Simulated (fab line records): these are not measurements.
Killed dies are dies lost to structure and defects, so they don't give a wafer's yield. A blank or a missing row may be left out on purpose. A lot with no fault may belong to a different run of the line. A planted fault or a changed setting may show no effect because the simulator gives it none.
Which tool is to blame? || flow sky130 || 10 lots, 29 wafers sampled, at 6 steps of a route of 708

== WHAT EACH GAUGE READ, for each wafer ==
SKY_SD_N_TW_MEAS_12.
{"lot": "L321", "measured": "day 28 09:16", "on": "film-metro-03", "SD_N_TW": "3990 3981 4006"}
{"lot": "L322", "measured": "day 28 16:46", "on": "film-metro-01", "SD_N_TW": "4008 4001 4008"}
{"lot": "L325", "measured": "day 30 00:38", "on": "film-metro-01", "SD_N_TW": "4002 3984 3980"}
{"lot": "L327", "measured": "day 30 21:28", "on": "film-metro-04", "SD_N_TW": "3958 3984 3961"}
{"lot": "L329", "measured": "day 31 21:58", "on": "film-metro-04", "SD_N_TW": "3968 3964 3963"}
{"lot": "L332", "measured": "day 32 07:39", "on": "film-metro-03", "SD_N_TW": "4006 4016"}
{"lot": "L335", "measured": "day 33 05:01", "on": "film-metro-03", "SD_N_TW": "4006 3991 3983"}
{"lot": "L341", "measured": "day 34 22:28", "on": "film-metro-01", "SD_N_TW": "4030 3993 4015"}
{"lot": "L342", "measured": "day 34 23:46", "on": "film-metro-03", "SD_N_TW": "3907 3921 3910"}
{"lot": "L343", "measured": "day 35 08:32", "on": "film-metro-04", "SD_N_TW": "3855 3884 3885"}

SKY_SD_N_RS_MEAS_16: uses a four-point probe to measure.
{"lot": "L321", "measured": "day 28 09:33", "on": "film-metro-01", "SD_N_RS (ohm/sq)": "68.52 68.66 68.60"}
{"lot": "L322", "measured": "day 28 17:02", "on": "film-metro-01", "SD_N_RS (ohm/sq)": "68.46 68.47 68.50"}
{"lot": "L325", "measured": "day 30 00:56", "on": "film-metro-03", "SD_N_RS (ohm/sq)": "68.42 68.52 68.34"}
{"lot": "L327", "measured": "day 30 21:45", "on": "film-metro-01", "SD_N_RS (ohm/sq)": "68.52 68.63 68.53"}
{"lot": "L329", "measured": "day 31 22:16", "on": "film-metro-03", "SD_N_RS (ohm/sq)": "68.45 68.52 68.32"}
{"lot": "L332", "measured": "day 32 08:01", "on": "film-metro-04", "SD_N_RS (ohm/sq)": "68.69 68.68"}
{"lot": "L335", "measured": "day 33 05:17", "on": "film-metro-04", "SD_N_RS (ohm/sq)": "68.43 68.63 68.55"}
{"lot": "L341", "measured": "day 34 22:45", "on": "film-metro-04", "SD_N_RS (ohm/sq)": "68.52 68.67 68.51"}
{"lot": "L342", "measured": "day 35 00:04", "on": "film-metro-01", "SD_N_RS (ohm/sq)": "77.07 77.17 77.12"}
{"lot": "L343", "measured": "day 35 08:50", "on": "film-metro-01", "SD_N_RS (ohm/sq)": "77.52 77.35 77.47"}

== WHICH TOOL RAN EACH LOT (tool, then ch and the chambers of the sampled wafers, then the start) ==
{"lot": "L321", "SKY_LDD_LDN_STRIP_12": "plasma-asher-01 ch 0,1, day 23 10:21", "SKY_RES_XHIGH_STRIP_08": "plasma-asher-01 ch 0,1, day 27 03:46", "SKY_SD_N_IMPLANT_09": "implanter-01 ch 0, day 28 08:52", "SKY_SD_N_STRIP_11": "plasma-asher-04 ch 0,1, day 28 09:10"}
{"lot": "L322", "SKY_LDD_LDN_STRIP_12": "plasma-asher-03 ch 0,1, day 23 18:49", "SKY_RES_XHIGH_STRIP_08": "plasma-asher-03 ch 0, day 27 12:16", "SKY_SD_N_IMPLANT_09": "implanter-01 ch 0, day 28 16:22", "SKY_SD_N_STRIP_11": "plasma-asher-01 ch 1, day 28 16:40"}
{"lot": "L325", "SKY_LDD_LDN_STRIP_12": "plasma-asher-03 ch 0,1, day 25 03:55", "SKY_RES_XHIGH_STRIP_08": "plasma-asher-02 ch 0,1, day 28 20:25", "SKY_SD_N_IMPLANT_09": "implanter-01 ch 0, day 30 00:14", "SKY_SD_N_STRIP_11": "plasma-asher-03 ch 0,1, day 30 00:32"}
{"lot": "L327", "SKY_LDD_LDN_STRIP_12": "plasma-asher-01 ch 0,1, day 25 22:48", "SKY_RES_XHIGH_STRIP_08": "plasma-asher-01 ch 0,1, day 29 17:57", "SKY_SD_N_IMPLANT_09": "implanter-01 ch 0, day 30 21:04", "SKY_SD_N_STRIP_11": "plasma-asher-01 ch 1, day 30 21:22"}
{"lot": "L329", "SKY_LDD_LDN_STRIP_12": "plasma-asher-03 ch 0,1, day 27 01:51", "SKY_RES_XHIGH_STRIP_08": "plasma-asher-03 ch 0,1, day 30 17:42", "SKY_SD_N_IMPLANT_09": "implanter-01 ch 0, day 31 21:35", "SKY_SD_N_STRIP_11": "plasma-asher-03 ch 0,1, day 31 21:52"}
{"lot": "L332", "SKY_LDD_LDN_STRIP_12": "plasma-asher-04 ch 1, day 27 12:37", "SKY_RES_XHIGH_STRIP_08": "plasma-asher-01 ch 0,1, day 31 04:35", "SKY_SD_N_IMPLANT_09": "implanter-02 ch 0, day 32 07:17", "SKY_SD_N_STRIP_11": "plasma-asher-03 ch 0, day 32 07:33"}
{"lot": "L335", "SKY_LDD_LDN_STRIP_12": "plasma-asher-01 ch 0,1, day 28 12:00", "SKY_RES_XHIGH_STRIP_08": "plasma-asher-03 ch 0,1, day 32 02:01", "SKY_SD_N_IMPLANT_09": "implanter-01 ch 0, day 33 04:37", "SKY_SD_N_STRIP_11": "plasma-asher-01 ch 0,1, day 33 04:55"}
{"lot": "L341", "SKY_LDD_LDN_STRIP_12": "plasma-asher-01 ch 0,1, day 30 04:36", "SKY_RES_XHIGH_STRIP_08": "plasma-asher-03 ch 0,1, day 33 19:13", "SKY_SD_N_IMPLANT_09": "implanter-02 ch 0, day 34 22:04", "SKY_SD_N_STRIP_11": "plasma-asher-03 ch 1, day 34 22:22"}
{"lot": "L342", "SKY_LDD_LDN_STRIP_12": "plasma-asher-03 ch 0, day 30 10:18", "SKY_RES_XHIGH_STRIP_08": "plasma-asher-03 ch 0,1, day 33 20:34", "SKY_SD_N_IMPLANT_09": "implanter-01 ch 0, day 34 23:23", "SKY_SD_N_STRIP_11": "plasma-asher-04 ch 0,1, day 34 23:40"}
{"lot": "L343", "SKY_LDD_LDN_STRIP_12": "plasma-asher-01 ch 1, day 30 17:57", "SKY_RES_XHIGH_STRIP_08": "plasma-asher-03 ch 0,1, day 34 05:43", "SKY_SD_N_IMPLANT_09": "implanter-01 ch 0, day 35 08:08", "SKY_SD_N_STRIP_11": "plasma-asher-03 ch 0,1, day 35 08:26"}
- SKY_LDD_LDN_STRIP_12: strips in O2/N2.
- SKY_RES_XHIGH_STRIP_08: strips in O2/N2.
- SKY_SD_N_IMPLANT_09
- SKY_SD_N_STRIP_11: strips in O2/N2.

== AS READ BY THE TOOLS THEMSELVES (means over the sampled wafers that have a number; for cases with no such wafer, the mark the record gives instead) ==
SKY_LDD_LDN_STRIP_12.
{"lot": "L321", "tool": "plasma-asher-01", "drypump-motor-current-A (A)": 5.76, "n2-flow-sccm (sccm)": 299.7, "oes-product-au (a.u.)": 0.715, "strip-time-to-endpoint-s (s)": 14.17}
{"lot": "L322", "tool": "plasma-asher-03", "drypump-motor-current-A (A)": 5.52, "n2-flow-sccm (sccm)": 300.1, "oes-product-au (a.u.)": 0.720, "strip-time-to-endpoint-s (s)": 14.17}
{"lot": "L325", "tool": "plasma-asher-03", "drypump-motor-current-A (A)": 5.52, "n2-flow-sccm (sccm)": 301.6, "oes-product-au (a.u.)": 0.721, "strip-time-to-endpoint-s (s)": 14.18}
{"lot": "L327", "tool": "plasma-asher-01", "drypump-motor-current-A (A)": 5.76, "n2-flow-sccm (sccm)": 300.3, "oes-product-au (a.u.)": 0.719, "strip-time-to-endpoint-s (s)": 14.15}
{"lot": "L329", "tool": "plasma-asher-03", "drypump-motor-current-A (A)": 5.52, "n2-flow-sccm (sccm)": 299.3, "oes-product-au (a.u.)": 0.718, "strip-time-to-endpoint-s (s)": 14.22}
{"lot": "L332", "tool": "plasma-asher-04", "drypump-motor-current-A (A)": 6.46, "n2-flow-sccm (sccm)": 300.6, "oes-product-au (a.u.)": 0.716, "strip-time-to-endpoint-s (s)": 14.13}
{"lot": "L335", "tool": "plasma-asher-01", "drypump-motor-current-A (A)": 5.87, "n2-flow-sccm (sccm)": 299.7, "oes-product-au (a.u.)": 0.716, "strip-time-to-endpoint-s (s)": 14.22}
{"lot": "L341", "tool": "plasma-asher-01", "drypump-motor-current-A (A)": 5.76, "n2-flow-sccm (sccm)": 300.0, "oes-product-au (a.u.)": 0.715, "strip-time-to-endpoint-s (s)": 14.24}
{"lot": "L342", "tool": "plasma-asher-03", "drypump-motor-current-A (A)": 5.50, "n2-flow-sccm (sccm)": 300.2, "oes-product-au (a.u.)": 0.715, "strip-time-to-endpoint-s (s)": 14.18}
{"lot": "L343", "tool": "plasma-asher-01", "drypump-motor-current-A (A)": 5.68, "n2-flow-sccm (sccm)": 299.0, "oes-product-au (a.u.)": 0.717, "strip-time-to-endpoint-s (s)": 14.14}

SKY_RES_XHIGH_STRIP_08.
{"lot": "L321", "tool": "plasma-asher-01", "drypump-motor-current-A (A)": 5.85, "n2-flow-sccm (sccm)": 299.8, "oes-product-au (a.u.)": 0.711, "strip-time-to-endpoint-s (s)": 14.28}
{"lot": "L322", "tool": "plasma-asher-03", "drypump-motor-current-A (A)": 5.51, "n2-flow-sccm (sccm)": 299.4, "oes-product-au (a.u.)": 0.711, "strip-time-to-endpoint-s (s)": 14.25}
{"lot": "L325", "tool": "plasma-asher-02", "drypump-motor-current-A (A)": 6.09, "n2-flow-sccm (sccm)": 300.2, "oes-product-au (a.u.)": 0.711, "strip-time-to-endpoint-s (s)": 14.26}
{"lot": "L327", "tool": "plasma-asher-01", "drypump-motor-current-A (A)": 5.85, "n2-flow-sccm (sccm)": 300.2, "oes-product-au (a.u.)": 0.716, "strip-time-to-endpoint-s (s)": 14.25}
{"lot": "L329", "tool": "plasma-asher-03", "drypump-motor-current-A (A)": 5.51, "n2-flow-sccm (sccm)": 299.8, "oes-product-au (a.u.)": 0.712, "strip-time-to-endpoint-s (s)": 14.29}
{"lot": "L332", "tool": "plasma-asher-01", "drypump-motor-current-A (A)": 5.82, "n2-flow-sccm (sccm)": 301.9, "oes-product-au (a.u.)": 0.714, "strip-time-to-endpoint-s (s)": 14.27}
{"lot": "L335", "tool": "plasma-asher-03", "drypump-motor-current-A (A)": 5.51, "n2-flow-sccm (sccm)": 298.9, "oes-product-au (a.u.)": 0.706, "strip-time-to-endpoint-s (s)": 14.31}
{"lot": "L341", "tool": "plasma-asher-03", "drypump-motor-current-A (A)": 5.50, "n2-flow-sccm (sccm)": 300.4, "oes-product-au (a.u.)": 0.709, "strip-time-to-endpoint-s (s)": 14.28}
{"lot": "L342", "tool": "plasma-asher-03", "drypump-motor-current-A (A)": 5.51, "n2-flow-sccm (sccm)": 300.0, "oes-product-au (a.u.)": 0.715, "strip-time-to-endpoint-s (s)": 14.27}
{"lot": "L343", "tool": "plasma-asher-03", "drypump-motor-current-A (A)": 5.50, "n2-flow-sccm (sccm)": 300.2, "oes-product-au (a.u.)": 0.713, "strip-time-to-endpoint-s (s)": 14.25}

SKY_SD_N_IMPLANT_09.
{"lot": "L321", "tool": "implanter-01", "beam-on-s (s)": 19.0, "dose-ions-cm2": 4e+15, "end-station-pressure-torr (Torr)": 1.29e-05}
{"lot": "L322", "tool": "implanter-01", "beam-on-s (s)": 19.4, "dose-ions-cm2": 4e+15, "end-station-pressure-torr (Torr)": 1.22e-05}
{"lot": "L325", "tool": "implanter-01", "beam-on-s (s)": 18.9, "dose-ions-cm2": 4e+15, "end-station-pressure-torr (Torr)": 1.27e-05}
{"lot": "L327", "tool": "implanter-01", "beam-on-s (s)": 19.4, "dose-ions-cm2": 4e+15, "end-station-pressure-torr (Torr)": 1.23e-05}
{"lot": "L329", "tool": "implanter-01", "beam-on-s (s)": 18.8, "dose-ions-cm2": 4e+15, "end-station-pressure-torr (Torr)": 1.25e-05}
{"lot": "L332", "tool": "implanter-02", "beam-on-s (s)": 18.0, "dose-ions-cm2": 4e+15, "end-station-pressure-torr (Torr)": 1.35e-05}
{"lot": "L335", "tool": "implanter-01", "beam-on-s (s)": 19.6, "dose-ions-cm2": 4e+15, "end-station-pressure-torr (Torr)": 1.29e-05}
{"lot": "L341", "tool": "implanter-02", "beam-on-s (s)": 17.7, "dose-ions-cm2": 4e+15, "end-station-pressure-torr (Torr)": 1.35e-05}
{"lot": "L342", "tool": "implanter-01", "beam-on-s (s)": 10.0, "dose-ions-cm2": 2e+15, "end-station-pressure-torr (Torr)": 1.41e-05}
{"lot": "L343", "tool": "implanter-01", "beam-on-s (s)": 10.0, "dose-ions-cm2": 2e+15, "end-station-pressure-torr (Torr)": 1.36e-05}

SKY_SD_N_STRIP_11.
{"lot": "L321", "tool": "plasma-asher-04", "drypump-motor-current-A (A)": 6.25, "n2-flow-sccm (sccm)": 300.9, "oes-product-au (a.u.)": 0.526, "strip-time-to-endpoint-s (s)": 22.57}
{"lot": "L322", "tool": "plasma-asher-01", "drypump-motor-current-A (A)": 5.67, "n2-flow-sccm (sccm)": 300.4, "oes-product-au (a.u.)": 0.525, "strip-time-to-endpoint-s (s)": 22.58}
{"lot": "L325", "tool": "plasma-asher-03", "drypump-motor-current-A (A)": 5.53, "n2-flow-sccm (sccm)": 299.1, "oes-product-au (a.u.)": 0.526, "strip-time-to-endpoint-s (s)": 22.53}
{"lot": "L327", "tool": "plasma-asher-01", "drypump-motor-current-A (A)": 5.67, "n2-flow-sccm (sccm)": 300.2, "oes-product-au (a.u.)": 0.524, "strip-time-to-endpoint-s (s)": 22.45}
{"lot": "L329", "tool": "plasma-asher-03", "drypump-motor-current-A (A)": 5.52, "n2-flow-sccm (sccm)": 300.1, "oes-product-au (a.u.)": 0.523, "strip-time-to-endpoint-s (s)": 22.51}
{"lot": "L332", "tool": "plasma-asher-03", "drypump-motor-current-A (A)": 5.51, "n2-flow-sccm (sccm)": 302.1, "oes-product-au (a.u.)": 0.527, "strip-time-to-endpoint-s (s)": 22.54}
{"lot": "L335", "tool": "plasma-asher-01", "drypump-motor-current-A (A)": 5.85, "n2-flow-sccm (sccm)": 300.6, "oes-product-au (a.u.)": 0.527, "strip-time-to-endpoint-s (s)": 22.59}
{"lot": "L341", "tool": "plasma-asher-03", "drypump-motor-current-A (A)": 5.55, "n2-flow-sccm (sccm)": 300.9, "oes-product-au (a.u.)": 0.533, "strip-time-to-endpoint-s (s)": 22.53}
{"lot": "L342", "tool": "plasma-asher-04", "drypump-motor-current-A (A)": 6.10, "n2-flow-sccm (sccm)": 300.0, "oes-product-au (a.u.)": 0.558, "strip-time-to-endpoint-s (s)": 20.27}
{"lot": "L343", "tool": "plasma-asher-03", "drypump-motor-current-A (A)": 5.53, "n2-flow-sccm (sccm)": 300.1, "oes-product-au (a.u.)": 0.564, "strip-time-to-endpoint-s (s)": 20.20}

== THE ANSWER, worked out from the rows above alone ==
Rule: the lots themselves supply what counts as usual. Put in order of their means at a reading, lots are off if they are a third of the lots or fewer, leave a main group of 4 or more, and stand apart from it by a gap of 3 or more times the standard deviation of the main group's means; of several such gaps the widest counts. The tables above print the reading to a certain number of digits; a main group whose means all agree to those digits is not used. A lot without any number at a reading at which 4 lots or more have one is off too. All remaining lots with rows at the step are treated as sound. First the gauges in route order, then the tools' own readings, where a lot's mean is used as printed above. The first step at which some lot is off is used, and at that step the reading that is off furthest; a lot without a number counts as furthest.
Off: at SKY_SD_N_TW_MEAS_12 (SD_N_TW), L342, L343. Main group: mean 3992, sd 17.
If a tool, at a process step before that reading, ran all the lots that are off and no sound lot after the first of them, it fits. The gauges at SKY_SD_N_TW_MEAS_12 aren't tried: what is off there is off at SKY_SD_N_RS_MEAS_16 too, on other tools, and a gauge's error can't cause that. Can't be told from this: 2 tools fit, plasma-asher-03 at SKY_RES_XHIGH_STRIP_08, implanter-01 at SKY_SD_N_IMPLANT_09.

== WHAT THE SIMULATOR HAD PUT IN ==
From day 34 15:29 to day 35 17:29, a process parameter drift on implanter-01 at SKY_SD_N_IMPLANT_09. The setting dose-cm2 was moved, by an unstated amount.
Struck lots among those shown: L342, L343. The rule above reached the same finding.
